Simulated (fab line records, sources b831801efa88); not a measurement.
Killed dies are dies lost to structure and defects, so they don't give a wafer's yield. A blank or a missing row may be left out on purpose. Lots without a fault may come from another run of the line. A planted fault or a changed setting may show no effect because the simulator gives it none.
Which tool did it? | flow gf180mcu | 12 lots, 34 wafers sampled, at 5 steps of a route of 602

WHAT THE GAUGES READ, wafer by wafer
GF_CONTACT_RS_MEAS_25: measures by four-point-probe. Usual: CONTACT_W_RS 0.385 ohm/sq, standard deviation 0.0047.
lot  | measured     | on            | CONTACT_W_RS (ohm/sq) | flag
L203 | day 16 11:16 | film_metro-03 | 0.389 0.387 0.385     |
L204 | day 16 18:43 | film_metro-04 | 0.385 0.385 0.387     |
L205 | day 17 05:03 | film_metro-02 | 0.384 0.381 0.384     |
L208 | day 18 05:35 | film_metro-03 | 0.390 0.382 0.378     |
L210 | day 18 21:11 | film_metro-04 | 0.378 0.389 0.388     |
L214 | day 20 03:35 | film_metro-03 | 0.390 0.590           | OFF
L217 | day 21 11:35 | film_metro-02 | 0.602 0.384           | OFF
L221 | day 22 20:35 | film_metro-03 | 0.380 0.385 0.384     |
L222 | day 23 07:28 | film_metro-02 | 0.385 0.380 0.380     |
L223 | day 23 21:07 | film_metro-02 | 0.379 0.378 0.380     |
L225 | day 24 07:36 | film_metro-03 | 0.380 0.384 0.379     |
L224 | day 24 08:31 | film_metro-02 | 0.385 0.382 0.380     |

GF_CONTACT_THK_MEAS_26: measures by xrf. Usual: CONTACT_W_THK 294 nm, standard deviation 4.2.
lot  | measured     | on            | CONTACT_W_THK (nm) | flag
L203 | day 16 11:23 | film_metro-03 | 295 295 296        |
L204 | day 16 18:50 | film_metro-04 | 300 297 296        |
L205 | day 17 05:10 | film_metro-02 | 297 299 296        |
L208 | day 18 05:41 | film_metro-03 | 294 300 304        |
L210 | day 18 21:17 | film_metro-04 | 305 297 295        |
L214 | day 20 03:40 | film_metro-03 | 290 192            | OFF
L217 | day 21 11:41 | film_metro-02 | 189 294            | OFF
L221 | day 22 20:43 | film_metro-03 | 295 292 295        |
L222 | day 23 07:35 | film_metro-02 | 296 298 299        |
L223 | day 23 21:14 | film_metro-02 | 300 302 297        |
L225 | day 24 07:43 | film_metro-03 | 295 294 298        |
L224 | day 24 08:37 | film_metro-02 | 292 297 297        |

WHICH TOOL RAN EACH LOT (tool, then ch and the chambers of the sampled wafers, then the start)
lot  | GF_CONTACT_ETCH_16                 | GF_CONTACT_SPUTTER_22        | GF_CONTACT_CVD_24
L203 | rie_diel-01 ch 0,2,3, day 16 10:36 | pvd_sputter-04, day 16 11:04 | cvd_w-01 ch 0,1, day 16 11:10
L204 | rie_diel-02 ch 0,1,3, day 16 18:03 | pvd_sputter-04, day 16 18:31 | cvd_w-02 ch 0,1, day 16 18:37
L205 | rie_diel-03 ch 0,1,3, day 17 04:17 | pvd_sputter-04, day 17 04:51 | cvd_w-01 ch 0,1, day 17 04:57
L208 | rie_diel-01 ch 0,1, day 18 04:53   | pvd_sputter-01, day 18 05:21 | cvd_w-02 ch 0,1, day 18 05:29
L210 | rie_diel-02 ch 1,2,3, day 18 20:23 | pvd_sputter-04, day 18 20:58 | cvd_w-02 ch 0,1, day 18 21:04
L214 | rie_diel-02 ch 2,3, day 20 02:51   | pvd_sputter-02, day 20 03:20 | cvd_w-01 ch 0,1, day 20 03:29
L217 | rie_diel-01 ch 0,2, day 21 10:53   | pvd_sputter-04, day 21 11:21 | cvd_w-01 ch 0,1, day 21 11:29
L221 | rie_diel-02 ch 0,1,2, day 22 19:56 | pvd_sputter-04, day 22 20:23 | cvd_w-02 ch 0,1, day 22 20:29
L222 | rie_diel-01 ch 1,3, day 23 06:48   | pvd_sputter-04, day 23 07:16 | cvd_w-02 ch 0,1, day 23 07:22
L223 | rie_diel-02 ch 0,2, day 23 20:26   | pvd_sputter-04, day 23 20:55 | cvd_w-02 ch 0,1, day 23 21:01
L225 | rie_diel-02 ch 2,3, day 24 06:56   | pvd_sputter-01, day 24 07:24 | cvd_w-02 ch 0,1, day 24 07:30
L224 | rie_diel-03 ch 2,3, day 24 07:47   | pvd_sputter-04, day 24 08:15 | cvd_w-01 ch 0,1, day 24 08:23
- GF_CONTACT_ETCH_16: etches BARC in N2/H2.
- GF_CONTACT_SPUTTER_22: material Ti, target thk 15 nm, time 80.02 s.
- GF_CONTACT_CVD_24: deposits W, target thk 300 nm, time 90.339 s.

WHAT THE TOOLS THEMSELVES READ (means of the sampled wafers that have a number; where no wafer has one, the mark that the record gives instead)
GF_CONTACT_ETCH_16. Usual: drypump_motor_current_A 5.5 A, standard deviation 0.5; oes_product_au 0.854 a.u., standard deviation 0.0044; throttle_valve_pct 13.225 %, standard deviation 0.008.
lot  | tool        | drypump_motor_current_A (A) | oes_product_au (a.u.) | throttle_valve_pct (%) | flag
L203 | rie_diel-01 | 5.8                         | 0.850                 | 13.234                 |
L204 | rie_diel-02 | 4.9                         | 0.858                 | 13.223                 |
L205 | rie_diel-03 | 5.9                         | 0.855                 | 13.216                 |
L208 | rie_diel-01 | 5.5                         | 0.855                 | 13.220                 |
L210 | rie_diel-02 | 5.1                         | 0.852                 | 13.222                 |
L214 | rie_diel-02 | 5.2                         | 0.849                 | 13.230                 |
L217 | rie_diel-01 | 5.8                         | 0.855                 | 13.232                 |
L221 | rie_diel-02 | 5.0                         | 0.852                 | 13.222                 |
L222 | rie_diel-01 | 5.4                         | 0.852                 | 13.227                 |
L223 | rie_diel-02 | 5.1                         | 0.855                 | 13.219                 |
L225 | rie_diel-02 | 5.2                         | 0.858                 | 13.228                 |
L224 | rie_diel-03 | 6.0                         | 0.855                 | 13.231                 |

GF_CONTACT_SPUTTER_22. Usual: throttle_valve_pct 29.8 %, standard deviation 0.83.
lot  | tool           | throttle_valve_pct (%) | flag
L203 | pvd_sputter-04 | 29.5                   |
L204 | pvd_sputter-04 | 29.8                   |
L205 | pvd_sputter-04 | 30.2                   |
L208 | pvd_sputter-01 | 29.2                   |
L210 | pvd_sputter-04 | 29.7                   |
L214 | pvd_sputter-02 | 29.6                   |
L217 | pvd_sputter-04 | 29.1                   |
L221 | pvd_sputter-04 | 29.5                   |
L222 | pvd_sputter-04 | 30.1                   |
L223 | pvd_sputter-04 | 29.9                   |
L225 | pvd_sputter-01 | 29.1                   |
L224 | pvd_sputter-04 | 29.5                   |

GF_CONTACT_CVD_24. Usual: heater_power_w 799 W, standard deviation 73.
lot  | tool     | heater_power_w (W) | flag
L203 | cvd_w-01 | 818                |
L204 | cvd_w-02 | 745                |
L205 | cvd_w-01 | 864                |
L208 | cvd_w-02 | 751                |
L210 | cvd_w-02 | 757                |
L214 | cvd_w-01 | 862                |
L217 | cvd_w-01 | 851                |
L221 | cvd_w-02 | 750                |
L222 | cvd_w-02 | 753                |
L223 | cvd_w-02 | 740                |
L225 | cvd_w-02 | 759                |
L224 | cvd_w-01 | 883                |

THE ANSWER, worked out from the rows above alone
Rule: a lot is off if the mean of its wafers that have a number lies more than 3 standard deviations from the usual mean. A lot without any number at a reading at which 4 lots or more have one is off too. The other lots that the step has rows for count as sound. The gauges are gone through in route order, then the tools' own readings, and for those a lot's mean is taken as printed above. The first step at which some lot is off is used, and at that step the reading that is off furthest; a lot without a number counts as furthest.
Off: L214, L217, at GF_CONTACT_RS_MEAS_25 (CONTACT_W_RS).
A tool fits if, at a process step before that reading, it ran every lot that is off, and no sound lot after the first of them. The gauges at GF_CONTACT_RS_MEAS_25 are tried like those tools. None of those tried fits.

WHAT THE SIMULATOR HAD PUT IN
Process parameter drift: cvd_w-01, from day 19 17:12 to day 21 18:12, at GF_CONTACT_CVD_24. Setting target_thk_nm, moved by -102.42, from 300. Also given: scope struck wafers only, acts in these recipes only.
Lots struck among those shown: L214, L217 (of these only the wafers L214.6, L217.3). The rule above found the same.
